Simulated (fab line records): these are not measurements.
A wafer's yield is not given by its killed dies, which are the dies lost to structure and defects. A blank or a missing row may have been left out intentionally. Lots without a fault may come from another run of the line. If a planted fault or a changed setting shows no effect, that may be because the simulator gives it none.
Chamber matching -- flow sky130 -- rie_diel-02 running SKY_VIA1_ETCH_15: 4 sister chambers
The step etches SiO2 in C4F8/O2/Ar, stops on TiN, target depth 351 nm, time 54 s. 27 wafers are shown with their chamber, then 12 later ones without.

EACH WAFER AND ITS CHAMBER
wafer,chamber,rf_fwd_power_W (W),oes_product_au (a.u.)
L080.1,0,1485,0.982
L080.4,1,1482,0.976
L080.6,1,1487,0.977
L079.2,3,1495,0.980
L079.3,1,1481,0.972
L079.5,0,1488,0.978
L081.2,1,1478,0.972
L081.3,0,1479,0.987
L081.6,2,1487,0.971
L082.2,0,1481,0.964
L082.4,1,1481,0.990
L082.5,0,1479,0.975
L084.3,0,1477,0.975
L084.4,1,1481,0.969
L084.5,2,1478,0.975
L085.1,1,1479,0.981
L085.4,0,1480,0.982
L085.5,0,1481,0.973
L086.4,3,1488,0.980
L086.5,3,1495,0.978
L086.6,2,1480,0.973
L088.1,2,1485,0.979
L088.5,3,1494,0.975
L088.6,2,1487,0.980
L089.1,1,1484,0.983
L089.4,2,1488,0.980
L089.5,2,1487,0.979

SIGNATURES, as means of the wafers listed above
reading,chamber 0,chamber 1,chamber 2,chamber 3,scatter within a chamber
rf_fwd_power_W,1481.25,1481.62,1484.57,1493.00,3.45
oes_product_au,0.97700,0.97750,0.97671,0.97825,0.00581
Rule: for a wafer and a chamber, the distance is found by dividing, reading by reading, the gap between the wafer's reading and the chamber's mean by the reading's scatter, squaring, summing and taking the root. If the next closest chamber is less than 2 further off than the closest, the wafer can't be placed; otherwise it belongs to the closest. The scatter: the root of (the sum of the squares of (reading less its chamber's mean) over the shown wafers, divided by (wafers less chambers)).

WAFERS WITH NO CHAMBER GIVEN
wafer,rf_fwd_power_W (W),oes_product_au (a.u.)
L090.1,1480,0.982
L090.4,1492,0.982
L090.5,1473,0.985
L091.2,1489,0.984
L091.3,1482,0.976
L091.5,1490,0.977
L094.1,1487,0.994
L094.4,1483,0.980
L094.5,1479,0.986
L097.1,1470,0.990
L097.4,1480,0.974
L097.6,1490,0.992

WHICH CHAMBER EACH ONE RAN IN
wafer,from the rows above,in truth
L090.1,can't be placed: 1 or 0 or 2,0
L090.4,can't be placed: 3 or 2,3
L090.5,can't be placed: 0 or 1 or 2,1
L091.2,can't be placed: 3 or 2 or 1 or 0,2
L091.3,can't be placed: 0 or 1 or 2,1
L091.5,can't be placed: 3 or 2 or 1 or 0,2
L094.1,can't be placed: 2 or 3 or 1 or 0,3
L094.4,can't be placed: 1 or 0 or 2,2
L094.5,can't be placed: 1 or 0 or 2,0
L097.1,can't be placed: 0 or 1 or 2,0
L097.4,can't be placed: 0 or 1 or 2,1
L097.6,can't be placed: 3 or 2 or 1 or 0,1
Placed correctly: 0 of 12. These rows do not allow placing 12 (true chamber among the candidates in 12). 0 placed wrongly.
